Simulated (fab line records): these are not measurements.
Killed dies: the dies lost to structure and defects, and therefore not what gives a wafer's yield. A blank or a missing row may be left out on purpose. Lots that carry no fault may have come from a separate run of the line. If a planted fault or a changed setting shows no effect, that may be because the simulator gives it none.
A lot that was struck, set against a sound lot	flow sky130	36 out of 708 route steps
Sound: these wafers, L820.4, L820.5, L820.6. Struck: wafers L835.3, L835.6. (L835.4 of the same lot was not struck and is left out.) The cause comes at the end.
Per side, at each step with rows, come the tool, then ch with its chambers, and then its first start. Under that, the readings that differ: sound wafers	struck wafers	difference of the means	sigmas: that difference in standard deviations of wafers without a fault.
alike: readings with means less than 2 such deviations apart, plus words and numbers identical on both sides. not compared: withheld readings, readings lacking a value on some wafer, bounds such as >300 that could conceal the same value, and numbers that have no deviation in the record and whose values overlap.
The two part at a step that has a row with sigmas, a row that says differs or no value, or rows on one side only. When numbers do not overlap yet have no deviation, they are printed without sigmas and do not part them. Lack of a reading on every wafer of one side parts them only where that side has two or more wafers.

first, 9 steps without rows for these wafers: SKY_VIA4_CMP_02 (polishes SiO2); SKY_VIA4_DEHYDRATE_04 (time 60 s); SKY_VIA4_HMDS_05 (prime time 60 s); SKY_VIA4_COAT_06 (resist thk 1140 nm); SKY_VIA4_SOFTBAKE_07 (time 60 s); SKY_VIA4_EXPOSE_08 (exposes mask VIM4, target cd 800 nm); SKY_VIA4_PEB_09; SKY_VIA4_DEVELOP_10 (develop time 60 s); SKY_VIA4_ETCH_12 (etches SiO2 in C4F8/O2/Ar, stops on TiN, target depth 580 nm).
SKY_VIA4_STRIP_13: strips in O2/N2.
  sound on plasma_asher-01 ch 0,1, day 43 01:49; struck on plasma_asher-01 ch 1, day 47 08:55
  alike: drypump_motor_current_A, o2_flow_sccm, oes_product_au, strip_time_to_endpoint_s
  not compared: rf_hours_counter_h
then, 25 steps without rows for these wafers: SKY_VIA4_STRIP_14 (strips in post etch residue remover, time 1200 s); SKY_VIA4_CLEAN_15 (cleans in IPA, time 180 s); SKY_VIA4_CLEAN_16 (cleans in O3/DIW); SKY_VIA4_SPUTTER_17 (material TiN, target thk 20 nm, time 80 s); SKY_VIA4_CVD_18 (deposits W, target thk 505 nm, time 152.14 s); SKY_VIA4_CMP_21 (polishes, stops on SiO2, t overpolish 25 s, target thk 0 nm); SKY_METAL5_SPUTTER_00 (material Ti, target thk 15 nm, time 10 s); SKY_METAL5_SPUTTER_01 (material TiN, target thk 20 nm, time 16.7 s); SKY_METAL5_SPUTTER_02 (material AlCu, target thk 1150 nm, time 61.2 s); SKY_METAL5_SPUTTER_03 (material Ti, target thk 5 nm, time 3.3 s); SKY_METAL5_SPUTTER_04 (material TiN, target thk 70 nm, time 58.3 s); SKY_METAL5_DEHYDRATE_07 (time 60 s); SKY_METAL5_HMDS_08 (prime time 60 s); SKY_METAL5_COAT_09 (resist thk 1800 nm); SKY_METAL5_SOFTBAKE_10 (time 60 s); SKY_METAL5_EXPOSE_11 (exposes mask MM5, target cd 1600 nm); SKY_METAL5_PEB_12; SKY_METAL5_DEVELOP_13 (develop time 60 s); SKY_METAL5_DESCUM_14 (chemistry O2, time 11 s); SKY_METAL5_METAL_ETCH_15 (etches the open film in Cl2/BCl3, stops on SiO2, target depth 1260 nm, time 252 s); SKY_METAL5_STRIP_16 (strips in O2/N2); SKY_METAL5_STRIP_17 (strips in post etch residue remover, time 1200 s); SKY_METAL5_CLEAN_18 (cleans in IPA, time 180 s); SKY_METAL5_CLEAN_19 (cleans in O3/DIW); SKY_PASSIVATION_CVD_00 (deposits SiO2, target thk 90 nm).
-- the record jumps here: 2 days lie between the struck wafers' starts before and after (it left off in module PASSIVATION and takes up again in module PAD_OPEN, whose first step shown is number 708 of the route) --
SKY_PAD_OPEN_PROBE_99:
  sound on prober-01, day 46 00:56; struck on prober-02, day 49 20:33
reading	sound	struck	difference	sigmas
defect_limited_yield (%)	82.9 82.3 82.5	74.6 77.8	-6.4	-4
killed_at_M4_up	4 8 3	38 39	+34	+19
killed_dies	84 87 86	125 109	+31	+4
sort_bin_3_pad_short (%)	1.0 1.2 0.6	2.0 2.6	+1.4	+4
sort_bin_5_function (%)	8.9 11.4 11.2	16.5 13.2	+4.3	+3
sort_n_pass	408 405 406	367 383	-31	-4
sort_yield_pct (%)	82.9 82.3 82.5	74.6 77.8	-6.4	-4
model.etest.tester.sort_n_pass	408 405 406	367 383	-31	
model.etest.tester.sort_yield_pct (%)	82.93 82.32 82.52	74.59 77.85	-6.37	
model.etest.tester.sort_bin_5_pct (%)	8.943 11.38 11.18	16.46 13.21	+4.33	
model.etest.tester.sort_bin_3_pct (%)	1.016 1.22 0.6098	2.033 2.642	+1.389	
  alike: killed_at_M0_to_M3, killed_at_contacts, killed_at_front_end, killed_at_other, killed_open, killed_short, sort_bin_6_memory

WHERE THEY PART
Within this record, at SKY_PAD_OPEN_PROBE_99 only.

WHY: whatever the simulator had introduced
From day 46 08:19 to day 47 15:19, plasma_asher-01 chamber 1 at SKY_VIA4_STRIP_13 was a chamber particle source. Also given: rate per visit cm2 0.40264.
